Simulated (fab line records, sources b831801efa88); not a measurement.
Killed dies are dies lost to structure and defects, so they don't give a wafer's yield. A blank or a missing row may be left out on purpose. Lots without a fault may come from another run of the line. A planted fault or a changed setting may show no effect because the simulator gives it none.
Which tool did it? | flow sky130 | 12 lots, 36 wafers sampled, at 5 steps of a route of 708

WHAT THE GAUGES READ, wafer by wafer
SKY_POLY_CUT_CD_MEAS_08: target cd 270 nm. Usual: cd_nm 269.9 nm, standard deviation 1.4.
lot  | measured     | on        | cd_nm (nm)        | flag
L366 | day 23 11:52 | cd_sem-01 | 269.4 270.7 269.9 |
L367 | day 24 03:58 | cd_sem-01 | 271.3 271.6 272.2 |
L371 | day 26 07:37 | cd_sem-02 | 270.2 270.1 270.0 |
L375 | day 27 20:40 | cd_sem-02 | 268.3 266.2 266.8 |
L377 | day 27 22:00 | cd_sem-01 | 270.3 269.5 270.7 |
L378 | day 28 09:07 | cd_sem-01 | 269.2 269.6 269.7 |
L379 | day 28 17:25 | cd_sem-02 | 270.2 269.1 269.3 |
L382 | day 30 07:57 | cd_sem-01 | 270.0 269.1 271.0 |
L383 | day 30 08:17 | cd_sem-02 | 269.2 269.0 269.5 |
L381 | day 30 08:20 | cd_sem-01 | 272.6 272.7 270.7 |
L384 | day 30 12:55 | cd_sem-02 | 269.7 271.1 269.4 |
L385 | day 30 19:10 | cd_sem-02 | 270.8 271.5 270.4 |

SKY_RES_XHIGH_TW_MEAS_09. Usual: RES_XHIGH_TW 1639, standard deviation 16.
lot  | measured     | on            | RES_XHIGH_TW   | flag
L366 | day 25 23:25 | film_metro-04 | 1648 1638 1639 |
L367 | day 26 14:29 | film_metro-02 | 1644 1641 1650 |
L371 | day 28 17:11 | film_metro-01 | 1615 1624 1623 |
L375 | day 30 02:46 | film_metro-02 | 1652 1650 1652 |
L377 | day 30 05:01 | film_metro-04 | 1646 1646 1640 |
L378 | day 30 14:49 | film_metro-01 | 1610 1614 1611 |
L379 | day 31 00:02 | film_metro-02 | 1654 1657 1655 |
L382 | day 32 14:16 | film_metro-02 | 1666 1660 1669 |
L383 | day 32 14:33 | film_metro-01 | 1614 1614 1627 |
L381 | day 32 15:16 | film_metro-04 | 1650 1648 1651 |
L384 | day 32 17:39 | film_metro-01 | 1619 1615 1621 |
L385 | day 33 01:49 | film_metro-01 | 1619 1610 1623 |

SKY_SD_N_CD_MEAS_07: target cd 380 nm. Usual: cd_nm 380.6 nm, standard deviation 2.4.
lot  | measured     | on        | cd_nm (nm)        | flag
L366 | day 27 04:10 | cd_sem-02 | 380.9 378.5 383.6 |
L367 | day 27 18:49 | cd_sem-02 | 377.4 378.3 378.6 |
L371 | day 29 19:45 | cd_sem-01 | 380.4 380.9 383.3 |
L375 | day 31 06:08 | cd_sem-01 | 381.9 377.2 379.7 |
L377 | day 31 07:37 | cd_sem-02 | 378.6 379.1 380.5 |
L378 | day 31 17:52 | cd_sem-01 | 378.6 377.9 380.0 |
L379 | day 32 03:21 | cd_sem-01 | 380.0 381.6 378.4 |
L382 | day 33 16:40 | cd_sem-02 | 380.3 380.2 380.5 |
L383 | day 33 16:56 | cd_sem-02 | 362.8 366.2 363.2 | OFF
L381 | day 33 18:01 | cd_sem-01 | 367.6 367.6 368.8 | OFF
L384 | day 33 19:52 | cd_sem-01 | 369.3 369.2 369.4 | OFF
L385 | day 34 04:16 | cd_sem-02 | 368.7 368.9 366.9 | OFF

WHICH TOOL RAN EACH LOT (tool, then ch and the chambers of the sampled wafers, then the start)
lot  | SKY_POLY_CUT_ETCH_10               | SKY_SD_N_EXPOSE_04
L366 | rie_diel-03 ch 1,3, day 23 12:01   | iline_stepper-01 ch 0, day 26 14:23
L367 | rie_diel-03 ch 1,2, day 24 04:04   | iline_stepper-02 ch 0, day 27 04:52
L371 | rie_diel-04 ch 1,2,3, day 26 07:44 | iline_stepper-01 ch 0, day 29 06:03
L375 | rie_diel-04 ch 0,2,3, day 27 20:50 | iline_stepper-01 ch 0, day 30 16:22
L377 | rie_diel-02 ch 0,1,3, day 27 22:07 | iline_stepper-01 ch 0, day 30 17:49
L378 | rie_diel-02 ch 1,2,3, day 28 09:16 | iline_stepper-02 ch 0, day 31 05:11
L379 | rie_diel-03 ch 0,2, day 28 17:32   | iline_stepper-01 ch 0, day 31 13:59
L382 | rie_diel-03 ch 0,2,3, day 30 08:04 | iline_stepper-02 ch 0, day 33 03:48
L383 | rie_diel-04 ch 0,2,3, day 30 08:25 | iline_stepper-01 ch 0, day 33 04:22
L381 | rie_diel-02 ch 1,2, day 30 08:28   | iline_stepper-01 ch 0, day 33 04:50
L384 | rie_diel-03 ch 0,3, day 30 13:01   | iline_stepper-01 ch 0, day 33 07:11
L385 | rie_diel-04 ch 1,2, day 30 19:19   | iline_stepper-01 ch 0, day 33 15:02
- SKY_POLY_CUT_ETCH_10: etches BARC in N2/H2, stops on SiO2, time 45.9 s, target depth 60 nm.
- SKY_SD_N_EXPOSE_04: exposes mask NSDM, target cd 380 nm.

WHAT THE TOOLS THEMSELVES READ (means of the sampled wafers that have a number; where no wafer has one, the mark that the record gives instead)
SKY_POLY_CUT_ETCH_10. Usual: bias_w 99.97 W, standard deviation 0.28; drypump_motor_current_A 5.6 A, standard deviation 0.53; h2_flow_sccm 199.9 sccm, standard deviation 0.56; oes_product_au 0.854 a.u., standard deviation 0.0047; throttle_valve_pct 13.224 %, standard deviation 0.0091.
lot  | tool        | bias_w (W) | drypump_motor_current_A (A) | h2_flow_sccm (sccm) | oes_product_au (a.u.) | throttle_valve_pct (%) | flag
L366 | rie_diel-03 | 99.83      | 5.1                         | 199.9               | 0.852                 | 13.229                 |
L367 | rie_diel-03 | 99.97      | 5.9                         | 199.9               | 0.857                 | 13.235                 |
L371 | rie_diel-04 | 99.86      | 5.1                         | 200.1               | 0.851                 | 13.232                 |
L375 | rie_diel-04 | 99.96      | 5.6                         | 199.7               | 0.855                 | 13.229                 |
L377 | rie_diel-02 | 100.15     | 5.6                         | 199.8               | 0.855                 | 13.221                 |
L378 | rie_diel-02 | 99.63      | 5.7                         | 200.4               | 0.851                 | 13.224                 |
L379 | rie_diel-03 | 99.93      | 5.9                         | 200.3               | 0.860                 | 13.224                 |
L382 | rie_diel-03 | 99.94      | 5.4                         | 200.1               | 0.851                 | 13.223                 |
L383 | rie_diel-04 | 99.62      | 5.6                         | 200.0               | 0.855                 | 13.221                 |
L381 | rie_diel-02 | 99.79      | 6.0                         | 200.0               | 0.853                 | 13.228                 |
L384 | rie_diel-03 | 99.92      | 5.0                         | 199.4               | 0.854                 | 13.219                 |
L385 | rie_diel-04 | 99.72      | 4.8                         | 200.1               | 0.856                 | 13.233                 |

SKY_SD_N_EXPOSE_04. Usual: exposure_dose_mJ_cm2 141.01, standard deviation 0.13.
lot  | tool             | exposure_dose_mJ_cm2 | flag
L366 | iline_stepper-01 | 141.01               |
L367 | iline_stepper-02 | 140.89               |
L371 | iline_stepper-01 | 141.01               |
L375 | iline_stepper-01 | 141.03               |
L377 | iline_stepper-01 | 141.08               |
L378 | iline_stepper-02 | 140.88               |
L379 | iline_stepper-01 | 140.96               |
L382 | iline_stepper-02 | 141.10               |
L383 | iline_stepper-01 | 134.53               | OFF
L381 | iline_stepper-01 | 134.39               | OFF
L384 | iline_stepper-01 | 134.45               | OFF
L385 | iline_stepper-01 | 134.50               | OFF

THE ANSWER, worked out from the rows above alone
Rule: a lot is off if the mean of its wafers that have a number lies more than 3 standard deviations from the usual mean. A lot without any number at a reading at which 4 lots or more have one is off too. The other lots that the step has rows for count as sound. The gauges are gone through in route order, then the tools' own readings, and for those a lot's mean is taken as printed above. The first step at which some lot is off is used, and at that step the reading that is off furthest; a lot without a number counts as furthest.
Off: L383, L381, L384, L385, at SKY_SD_N_CD_MEAS_07 (cd_nm).
A tool fits if, at a process step before that reading, it ran every lot that is off, and no sound lot after the first of them. The gauges at SKY_SD_N_CD_MEAS_07 aren't tried: what is off there is off at SKY_SD_N_EXPOSE_04 too, on other tools, and a gauge's error can't cause that. One fits: iline_stepper-01 at SKY_SD_N_EXPOSE_04. Its last sound lot is L379 (day 31 13:59), its first lot that is off L383 (day 33 04:22): a fault that began between those two fits.
The tool's own readings at SKY_SD_N_EXPOSE_04 bear it out: on the lots that are off they differ by more than 5 times the standard deviation of the sound lots' means. exposure_dose_mJ_cm2 reads 134.47 there against 141.00 on the sound lots.

WHAT THE SIMULATOR HAD PUT IN
Process parameter drift: iline_stepper-01, from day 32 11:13 on, at SKY_SD_N_EXPOSE_04. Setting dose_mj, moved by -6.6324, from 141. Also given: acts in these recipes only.
Lots struck among those shown: L383, L381, L384, L385. The rule above found the same.
